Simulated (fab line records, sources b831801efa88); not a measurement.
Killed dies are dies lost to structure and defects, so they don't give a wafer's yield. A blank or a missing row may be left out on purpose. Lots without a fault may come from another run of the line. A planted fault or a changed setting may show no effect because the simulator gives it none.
Which tool did it? | flow gf180mcu | 14 lots, 41 wafers sampled, at 5 steps of a route of 602

WHAT THE GAUGES READ, wafer by wafer
GF_VT_IMPLANT_RS_MEAS_47: measures by four-point-probe.
lot  | measured     | on            | NWELL_RS (ohm/sq)
L207 | day 7 13:51  | film_metro-01 | 487.3 489.3 489.2
L208 | day 7 19:25  | film_metro-04 | 488.1 487.8 489.4
L209 | day 7 23:26  | film_metro-03 | 487.0 487.4 487.5
L210 | day 8 02:55  | film_metro-04 | 490.0 488.3 489.0
L211 | day 8 16:56  | film_metro-01 | 489.0 490.0 489.5
L212 | day 8 20:45  | film_metro-01 | 485.5 487.5 485.5
L213 | day 9 10:34  | film_metro-03 | 488.0 487.4 487.9
L215 | day 10 01:38 | film_metro-04 | 488.3 488.2 490.3
L216 | day 10 05:50 | film_metro-01 | 486.7 488.9 487.5
L217 | day 10 18:26 | film_metro-04 | 491.3 491.6 490.2
L218 | day 10 19:50 | film_metro-01 | 489.3 488.4 487.7
L223 | day 12 14:12 | film_metro-03 | 490.5 489.4 490.7
L227 | day 13 00:53 | film_metro-03 | 489.8 489.8
L228 | day 13 14:31 | film_metro-04 | 485.9 486.0 487.2

GF_DUAL_GATE_THK_MEAS_03.
lot  | measured     | on            | DUAL_GATE_OXIDATION_00_THK (nm)
L207 | day 7 16:11  | film_metro-03 | 11.02 11.09 11.12
L208 | day 7 22:58  | film_metro-04 | 11.18 11.12 11.30
L209 | day 8 04:11  | film_metro-02 | 11.28 11.32 10.98
L210 | day 8 10:18  | film_metro-04 | 10.86 10.94 10.84
L211 | day 8 19:02  | film_metro-02 | 10.97 10.76 10.86
L212 | day 8 23:10  | film_metro-03 | 10.98 11.14 11.22
L213 | day 9 12:39  | film_metro-02 | 10.82 11.05 10.94
L215 | day 10 03:46 | film_metro-04 | 11.34 10.98 11.03
L216 | day 10 08:10 | film_metro-02 | 10.40 10.35 10.36
L217 | day 10 20:26 | film_metro-02 | 11.24 11.08 11.20
L218 | day 10 21:53 | film_metro-04 | 11.13 11.19 10.97
L223 | day 12 17:07 | film_metro-04 | 10.66 10.64 10.64
L227 | day 13 03:31 | film_metro-03 | 10.96 10.77
L228 | day 13 17:46 | film_metro-02 | 10.92 10.73 10.67

GF_HV_LDD_OVL_MEAS_08.
lot  | measured     | on         | HV_LDD_OVL (nm)
L207 | day 10 05:25 | overlay-01 | 0.0 0.2 1.4
L208 | day 10 07:26 | overlay-01 | -3.4 -3.8 -1.7
L209 | day 10 12:17 | overlay-01 | -2.0 -0.2 -1.6
L210 | day 10 18:12 | overlay-02 | 0.1 0.5 1.5
L211 | day 11 05:33 | overlay-01 | -0.5 -1.0 -0.7
L212 | day 11 10:06 | overlay-01 | -0.8 -1.8 -1.0
L213 | day 12 00:28 | overlay-02 | -2.1 -1.3 -3.1
L215 | day 12 18:16 | overlay-02 | 0.9 0.7 0.4
L216 | day 12 22:08 | overlay-02 | 0.3 -0.7 -0.4
L217 | day 13 11:02 | overlay-02 | -1.4 0.1 -2.6
L218 | day 13 16:29 | overlay-02 | -4.7 -1.2 -1.7
L223 | day 15 10:53 | overlay-01 | -2.3 -2.1 -2.5
L227 | day 16 01:21 | overlay-02 | 0.0 2.5
L228 | day 16 15:12 | overlay-02 | -1.3 -1.5 -1.9

GF_HV_LDD_TW_MEAS_23.
lot  | measured     | on            | HV_LDD_2_TW
L207 | day 10 23:59 | film_metro-04 | 1070 1078 1071
L208 | day 11 02:03 | film_metro-03 | 1042 1042 1043
L209 | day 11 07:08 | film_metro-01 | 1052 1047 1055
L210 | day 11 13:22 | film_metro-01 | 1048 1045 1053
L211 | day 12 00:26 | film_metro-01 | 1041 1044 1047
L212 | day 12 06:15 | film_metro-01 | 1046 1048 1043
L213 | day 12 20:49 | film_metro-01 | 1048 1048 1050
L215 | day 13 13:41 | film_metro-04 | 1072 1083 1078
L216 | day 13 17:50 | film_metro-03 | 1045 1038 1044
L217 | day 14 08:11 | film_metro-03 | 1046 1041 1047
L218 | day 14 13:31 | film_metro-03 | 1042 1044 1042
L223 | day 16 09:56 | film_metro-01 | 978 1043 1043
L227 | day 17 00:14 | film_metro-01 | 972 1037
L228 | day 17 14:47 | film_metro-03 | 1036 1036 1041

WHICH TOOL RAN EACH LOT (tool, then ch and the chambers of the sampled wafers, then the start)
lot  | GF_HV_LDD_IMPLANT_21
L207 | implanter-03 ch 0, day 10 23:44
L208 | implanter-04 ch 0, day 11 01:49
L209 | implanter-03 ch 0, day 11 06:53
L210 | implanter-04 ch 0, day 11 13:10
L211 | implanter-04 ch 0, day 12 00:11
L212 | implanter-04 ch 0, day 12 06:03
L213 | implanter-04 ch 0, day 12 20:37
L215 | implanter-02 ch 0, day 13 13:28
L216 | implanter-04 ch 0, day 13 17:37
L217 | implanter-02 ch 0, day 14 07:56
L218 | implanter-03 ch 0, day 14 13:16
L223 | implanter-04 ch 0, day 16 09:41
L227 | implanter-04 ch 0, day 16 23:59
L228 | implanter-03 ch 0, day 17 14:34
- GF_HV_LDD_IMPLANT_21

WHAT THE TOOLS THEMSELVES READ (means of the sampled wafers that have a number; where no wafer has one, the mark that the record gives instead)
GF_HV_LDD_IMPLANT_21.
lot  | tool         | beam_on_s (s) | dose_ions_cm2 | faraday_current_uA
L207 | implanter-03 | 10.00         | 5e+13         | 281
L208 | implanter-04 | 9.97          | 5e+13         | 283
L209 | implanter-03 | 9.88          | 5e+13         | 284
L210 | implanter-04 | 9.91          | 5e+13         | 284
L211 | implanter-04 | 10.11         | 5e+13         | 278
L212 | implanter-04 | 10.00         | 5e+13         | 282
L213 | implanter-04 | 9.96          | 5e+13         | 283
L215 | implanter-02 | 10.16         | 5e+13         | 276
L216 | implanter-04 | 9.83          | 5e+13         | 287
L217 | implanter-02 | 10.04         | 5e+13         | 281
L218 | implanter-03 | 10.10         | 5e+13         | 279
L223 | implanter-04 | 9.42          | 5e+13         | 300
L227 | implanter-04 | 9.04          | 5e+13         | 314
L228 | implanter-03 | 10.08         | 5e+13         | 280

THE ANSWER, worked out from the rows above alone
Rule: what is usual is taken from the lots themselves. Put in order of their means at a reading, lots are off if they are a third of the lots or fewer, leave a main group of 4 or more, and stand apart from it by a gap of 3 or more times the standard deviation of the main group's means; of several such gaps the widest counts. A main group whose means are all the same, to the digits that the tables above print for the reading, isn't used. A lot without any number at a reading at which 4 lots or more have one is off too. The other lots that the step has rows for count as sound. The gauges are gone through in route order, then the tools' own readings, and for those a lot's mean is taken as printed above. The first step at which some lot is off is used, and at that step the reading that is off furthest; a lot without a number counts as furthest.
Off: L223, L227, at GF_HV_LDD_IMPLANT_21 (faraday_current_uA). The main group: mean 282, standard deviation 2.9.
A tool fits if, at that step or a process step before it, it ran every lot that is off, and no sound lot after the first of them. One fits: implanter-04 at GF_HV_LDD_IMPLANT_21. Its last sound lot is L216 (day 13 17:37), its first lot that is off L223 (day 16 09:41): a fault that began between those two fits.
The tool's own readings at GF_HV_LDD_IMPLANT_21 bear it out: on the lots that are off they differ by more than 5 times the standard deviation of the sound lots' means. beam_on_s reads 9.23 s there against 10.00 s on the sound lots; faraday_current_uA reads 307 there against 282 on the sound lots.

WHAT THE SIMULATOR HAD PUT IN
Process parameter drift: implanter-04, from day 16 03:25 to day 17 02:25, at GF_HV_LDD_IMPLANT_21. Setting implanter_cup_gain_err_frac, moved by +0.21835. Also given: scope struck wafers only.
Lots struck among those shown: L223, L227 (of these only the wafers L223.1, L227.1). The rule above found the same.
